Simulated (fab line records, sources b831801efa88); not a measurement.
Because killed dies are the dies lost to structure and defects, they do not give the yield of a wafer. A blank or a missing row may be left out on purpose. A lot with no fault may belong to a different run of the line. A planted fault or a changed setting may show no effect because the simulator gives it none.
Split-lot study :: flow sfq_line :: 5 lots, 12 wafers read, on a route of 325 steps

SPLIT DETAILS
At SFQ_TRILAYER_R5_LITHO_COAT_141 (resist thk 62 nm), the setting resist_thk_nm was moved away from the recipe's 62 nm on 4 of the 12 wafers read, by +3.2% to +6.0%. This setting was run at the recipe's value on the other wafers.

There is no step in the file separating the split from the reading.

THE READING
etch.depth_nm (the simulator's own value, which no gauge read), in nm, at SFQ_TRILAYER_R5_BARC_OPEN_METAL_ETCH_177 (etches BARC in O2, target depth 125 nm, time 41.7 s). The file gives no usual value for it. Across the 8 wafers here that went through the recipe, the average is 61.87 nm and the standard deviation 0.18 nm.

wafer: L075.3
tool, chamber at the split: litho_track-04, 0
resist_thk_nm as run, nm: 64.2
against the recipe: +3.5%
etch.depth_nm, nm: 64.38
against lot-mates on the recipe: no lot-mate on the recipe

wafer: L077.1
tool, chamber at the split: litho_track-01, 0
resist_thk_nm as run, nm: 62
against the recipe: recipe
etch.depth_nm, nm: 61.86
against lot-mates on the recipe: -

wafer: L077.4
tool, chamber at the split: litho_track-01, 0
resist_thk_nm as run, nm: 62
against the recipe: recipe
etch.depth_nm, nm: 61.72
against lot-mates on the recipe: -

wafer: L077.6
tool, chamber at the split: litho_track-01, 0
resist_thk_nm as run, nm: 62
against the recipe: recipe
etch.depth_nm, nm: 61.84
against lot-mates on the recipe: -

wafer: L080.4
tool, chamber at the split: litho_track-02, 0
resist_thk_nm as run, nm: 62
against the recipe: recipe
etch.depth_nm, nm: 62.25
against lot-mates on the recipe: -

wafer: L081.2
tool, chamber at the split: litho_track-01, 0
resist_thk_nm as run, nm: 62
against the recipe: recipe
etch.depth_nm, nm: 61.63
against lot-mates on the recipe: -

wafer: L081.3
tool, chamber at the split: litho_track-01, 0
resist_thk_nm as run, nm: 62
against the recipe: recipe
etch.depth_nm, nm: 61.86
against lot-mates on the recipe: -

wafer: L081.4
tool, chamber at the split: litho_track-01, 0
resist_thk_nm as run, nm: 62
against the recipe: recipe
etch.depth_nm, nm: 61.77
against lot-mates on the recipe: -

wafer: L081.5
tool, chamber at the split: litho_track-01, 0
resist_thk_nm as run, nm: 63.99
against the recipe: +3.2%
etch.depth_nm, nm: 63.7
against lot-mates on the recipe: +1.95

wafer: L081.6
tool, chamber at the split: litho_track-01, 0
resist_thk_nm as run, nm: 63.99
against the recipe: +3.2%
etch.depth_nm, nm: 63.75
against lot-mates on the recipe: +2.00

wafer: L083.1
tool, chamber at the split: litho_track-02, 0
resist_thk_nm as run, nm: 65.69
against the recipe: +6.0%
etch.depth_nm, nm: 65.74
against lot-mates on the recipe: +3.74

wafer: L083.4
tool, chamber at the split: litho_track-02, 0
resist_thk_nm as run, nm: 62
against the recipe: recipe
etch.depth_nm, nm: 62
against lot-mates on the recipe: -

FIT RESULTS
A straight line over all 12 wafers: etch.depth_nm changes by +0.642 nm for each +1% of resist_thk_nm; r = +0.99; the points scatter about the line by 0.2 nm.
The same after taking each lot's own level away (the mean of its wafers on the recipe; 11 wafers): +0.624 nm for each +1%; r = +1.00; scatter 0.068 nm.
Per that fit: largest resist_thk_nm move, reading shift of 3.7 nm.
From 61.753 to 62.250 nm: that is the span of the lots' own levels, equal to 2.8 times the standard deviation above.
Consequently the slope shifts little with the lot-to-lot level, the two slopes agreeing.
Check: +3.66 nm against its lot-mates is what the line predicts for one of the wafers moved furthest among these (+6.0%) when that wafer is left out of the fit. Against them it came out at +3.74 nm.

OTHER SPLITS ON THESE WAFERS
Before the reading, these wafers also passed through other splits. Each is held against what the fit with the lots' levels taken away leaves over:
other split on the same wafers: SFQ_TRILAYER_M5_BARC_OPEN_METAL_ETCH_161 pressure_mtorr
wafers away from the commonest value: 7
r with etch.depth_nm (lot level and that fit taken away): +0.13

THE WHOLE CHAIN: every reading that the file lists as answering this split, in the file's order
step: SFQ_TRILAYER_R5_LITHO_COAT_141
what it does: resist thk 62 nm
reading: BARC_of_TRILAYER_R5_LITHO_COAT_141.thk_nm (the simulator's own value, which no gauge read)
change (the file's fit): +0.618 nm for each +1% of the setting
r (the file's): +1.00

step: SFQ_TRILAYER_R5_BARC_OPEN_METAL_ETCH_177
what it does: etches BARC in O2, target depth 125 nm, time 41.7 s
reading: etch.depth_nm (the simulator's own value, which no gauge read)
change (the file's fit): +0.622 nm for each +1% of the setting
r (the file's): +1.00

FILE'S OWN FIT
etch.depth_nm changes by +0.622 nm for each +1% of resist_thk_nm, r = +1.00.
